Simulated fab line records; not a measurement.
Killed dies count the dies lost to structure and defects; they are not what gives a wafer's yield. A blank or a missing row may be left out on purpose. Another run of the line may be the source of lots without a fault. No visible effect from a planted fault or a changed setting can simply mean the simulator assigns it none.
Matching of chambers + flow sky130 + SKY_VIA3_CMP_24 on cmp-02 has 4 sister chambers
The step polishes, stops on SiO2, t overpolish 20 s, target thk 0 nm. 14 wafers are shown with their chamber, then 7 later ones without.

WAFERS, EACH WITH ITS CHAMBER
| wafer  | chamber | motor_current_A (A) | time_to_endpoint_s (s) | overpolish_run_s (s) |
|--------|---------|---------------------|------------------------|----------------------|
| L304.4 | 0       | 11.7                | 91                     | 20.017               |
| L304.5 | 3       | 12.8                | 90                     | 19.997               |
| L304.6 | 2       | 10.7                | 91                     | 19.997               |
| L305.1 | 1       | 10.8                | 101                    | 20.001               |
| L305.4 | 0       | 11.5                | 95                     | 20.003               |
| L305.5 | 0       | 11.3                | 95                     | 20.014               |
| L307.1 | 1       | 10.2                | 102                    | 19.993               |
| L307.2 | 3       | 13.5                | 91                     | 19.993               |
| L307.4 | 2       | 10.7                | 96                     | 19.998               |
| L308.2 | 1       | 10.0                | 103                    | 20.008               |
| L308.3 | 0       | 11.6                | 99                     | 19.991               |
| L308.6 | 1       | 10.1                | 103                    | 19.986               |
| L313.2 | 3       | 12.6                | 93                     | 20.004               |
| L313.3 | 2       | 10.3                | 94                     | 19.999               |

SIGNATURES, as means of the wafers listed above
| reading            | chamber 0 | chamber 1 | chamber 2 | chamber 3 | scatter within a chamber |
|--------------------|-----------|-----------|-----------|-----------|--------------------------|
| motor_current_A    | 11.525    | 10.275    | 10.567    | 12.967    | 0.321                    |
| time_to_endpoint_s | 95.00     | 102.25    | 93.67     | 91.33     | 2.28                     |
| overpolish_run_s   | 20.00625  | 19.99700  | 19.99800  | 19.99800  | 0.0087                   |
Rule: a wafer lies at a distance from a chamber equal to the root of the sum of squares, over the readings, of (its reading less the chamber's mean, divided by the reading's scatter). The wafer belongs to the nearest chamber; if the next one is less than 2 further off, it can't be placed. The scatter is the square root of a quotient: the sum, over the shown wafers, of each reading's squared deviation from its chamber's mean, divided by wafers minus chambers.

WAFERS WITH NO CHAMBER GIVEN
| wafer  | motor_current_A (A) | time_to_endpoint_s (s) | overpolish_run_s (s) |
|--------|---------------------|------------------------|----------------------|
| L313.6 | 12.8                | 93                     | 19.991               |
| L317.2 | 11.0                | 89                     | 19.992               |
| L317.4 | 10.2                | 97                     | 19.994               |
| L317.5 | 10.2                | 92                     | 20.002               |
| L320.1 | 11.7                | 96                     | 19.993               |
| L320.2 | 12.4                | 88                     | 20.000               |
| L320.4 | 10.0                | 95                     | 20.015               |

THE CHAMBER EACH PASSED THROUGH
| wafer  | from the rows above     | in truth |
|--------|-------------------------|----------|
| L313.6 | 3                       | 3        |
| L317.2 | can't be placed: 2 or 0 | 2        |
| L317.4 | can't be placed: 2 or 1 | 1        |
| L317.5 | 2                       | 2        |
| L320.1 | 0                       | 0        |
| L320.2 | can't be placed: 3 or 0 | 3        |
| L320.4 | can't be placed: 2 or 1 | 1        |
Correct placement for 3 of the 7. Not placeable from these rows: 4 (in 4, the candidates include the true chamber). 0 placed wrongly.
